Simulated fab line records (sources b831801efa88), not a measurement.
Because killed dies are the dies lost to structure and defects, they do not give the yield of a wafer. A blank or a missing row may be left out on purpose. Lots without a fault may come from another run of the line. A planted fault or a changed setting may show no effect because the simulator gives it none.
Which tool was responsible? ; flow sky130 ; Sampling: 12 lots, 36 wafers, 4 of 708 route steps

== WHAT EACH GAUGE READ, for each wafer ==
SKY_FIELD_ISO_THK_MEAS_25.
lot;measured;on;FIELD_ISO_CVD_24_THK (nm)
L245;day 2 06:52;film_metro-02;592 600 595
L246;day 2 12:45;film_metro-04;583 589 580
L248;day 2 23:57;film_metro-02;591 594 593
L249;day 3 07:59;film_metro-02;593 585 581
L252;day 3 21:34;film_metro-01;583 587 579
L254;day 4 06:55;film_metro-02;585 588 588
L255;day 4 11:07;film_metro-02;592 593 592
L256;day 4 16:33;film_metro-02;583 586 586
L259;day 5 12:38;film_metro-02;583 592 584
L261;day 5 19:35;film_metro-01;592 593 590
L265;day 6 15:19;film_metro-01;586 597 593
L268;day 7 05:46;film_metro-04;599 596 595

SKY_NWELL_RS_MEAS_29: a four-point-probe measurement.
lot;measured;on;NWELL_RS (ohm/sq)
L245;day 5 07:02;film_metro-04;627.2 626.7 628.4
L246;day 5 13:08;film_metro-03;626.7 624.4 623.6
L248;day 6 05:29;film_metro-03;624.7 625.2 624.4
L249;day 6 12:11;film_metro-03;625.7 624.7 624.0
L252;day 7 05:17;film_metro-02;627.1 625.4 625.4
L254;day 7 15:22;film_metro-03;626.9 626.2 627.0
L255;day 7 17:56;film_metro-02;626.0 628.0 627.8
L256;day 8 02:35;film_metro-02;623.1 622.3 624.7
L259;day 9 04:08;film_metro-04;609.1 608.0 608.1
L261;day 9 09:34;film_metro-04;608.1 608.7 608.5
L265;day 10 08:33;film_metro-03;611.8 612.2 611.4
L268;day 11 01:39;film_metro-04;624.5 625.3 623.2

SKY_VT_ADJUST_HVTP_CD_MEAS_07: target cd 380 nm.
lot;measured;on;cd_nm (nm)
L245;day 6 01:04;cd_sem-02;382.1 385.0 384.3
L246;day 6 07:28;cd_sem-01;378.5 381.0 379.2
L248;day 7 00:32;cd_sem-02;379.3 380.7 380.8
L249;day 7 07:16;cd_sem-02;378.4 375.3 378.0
L252;day 8 01:06;cd_sem-01;380.0 382.0 382.9
L254;day 8 11:22;cd_sem-01;381.3 382.3 383.3
L255;day 8 14:30;cd_sem-02;376.7 375.1 372.9
L256;day 8 23:27;cd_sem-02;380.9 384.1 382.0
L259;day 10 00:43;cd_sem-01;377.9 381.5 381.1
L261;day 10 07:21;cd_sem-01;375.8 376.4 377.6
L265;day 11 07:29;cd_sem-01;380.7 381.0 381.9
L268;day 12 01:46;cd_sem-01;380.1 377.6 378.4

== TOOL THAT RAN EACH LOT (tool first, then ch and the chambers of the sampled wafers, then the start) ==
lot;SKY_NWELL_IMPLANT_13
L245;implanter-03 ch 0, day 4 12:30
L246;implanter-03 ch 0, day 4 19:23
L248;implanter-02 ch 0, day 5 10:46
L249;implanter-02 ch 0, day 5 17:16
L252;implanter-02 ch 0, day 6 09:44
L254;implanter-04 ch 0, day 6 18:46
L255;implanter-04 ch 0, day 6 21:46
L256;implanter-02 ch 0, day 7 05:29
L259;implanter-04 ch 0, day 8 07:31
L261;implanter-04 ch 0, day 8 12:11
L265;implanter-04 ch 0, day 9 10:01
L268;implanter-03 ch 0, day 10 02:06
- SKY_NWELL_IMPLANT_13

== AS READ BY THE TOOLS THEMSELVES (means over the sampled wafers that have a number; for cases with no such wafer, the mark the record gives instead) ==
SKY_NWELL_IMPLANT_13.
lot;tool;dose_ions_cm2;faraday_current_uA
L245;implanter-03;7.002e+11;3.97
L246;implanter-03;6.998e+11;3.93
L248;implanter-02;6.995e+11;3.92
L249;implanter-02;7.007e+11;4.00
L252;implanter-02;6.995e+11;3.88
L254;implanter-04;7.001e+11;3.91
L255;implanter-04;6.995e+11;3.95
L256;implanter-02;7.006e+11;3.94
L259;implanter-04;1.291e+12;7.37
L261;implanter-04;1.292e+12;7.26
L265;implanter-04;1.290e+12;7.22
L268;implanter-03;7.009e+11;3.99

== THE ANSWER, worked out from the rows above alone ==
Rule: the lots themselves supply what counts as usual. The widest of any qualifying gaps counts: lots, ordered by their means at a reading, are off when they make up no more than a third of the lots, leave a main group of 4 or more, and stand apart from it by 3 or more times the standard deviation of that group's means. Not used: any main group whose means are identical at the precision the tables above print for the reading. A lot without any number at a reading at which 4 lots or more have one is off too. Where the step has rows for the other lots, those lots are counted as sound. Order of review: gauges by route order, followed by the tools' own readings, for which a lot's mean as printed above is used. At the first step where some lot is off, the reading lying furthest off is the one used; lots without a number count as furthest.
Off: L259, L261, L265, seen at SKY_NWELL_RS_MEAS_29 (NWELL_RS). Mean 625.5 ohm/sq and standard deviation 1.3 in the main group.
If a tool, at a process step before that reading, ran all the lots that are off and no sound lot after the first of them, it fits. The gauges at SKY_NWELL_RS_MEAS_29 aren't tried: what is off there is off at SKY_NWELL_IMPLANT_13 too, on other tools, and a gauge's error can't cause that. One fits: SKY_NWELL_IMPLANT_13 on implanter-04. A fault onset in the window from L255 (day 6 21:46, its last sound lot) to L259 (day 8 07:31, its first lot off) fits.
The tool's own readings at SKY_NWELL_IMPLANT_13 bear it out: on the lots that are off they differ by more than 5 times the standard deviation of the sound lots' means. dose_ions_cm2 reads 1.291e+12 there against 7.001e+11 on the sound lots; faraday_current_uA reads 7.28 there against 3.94 on the sound lots.

== WHAT HAD BEEN PUT IN BY THE SIMULATOR ==
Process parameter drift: implanter-04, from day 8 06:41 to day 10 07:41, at SKY_NWELL_IMPLANT_13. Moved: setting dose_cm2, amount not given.
Shown lots that were struck: L259, L261, L265. The same result came from the rule above.
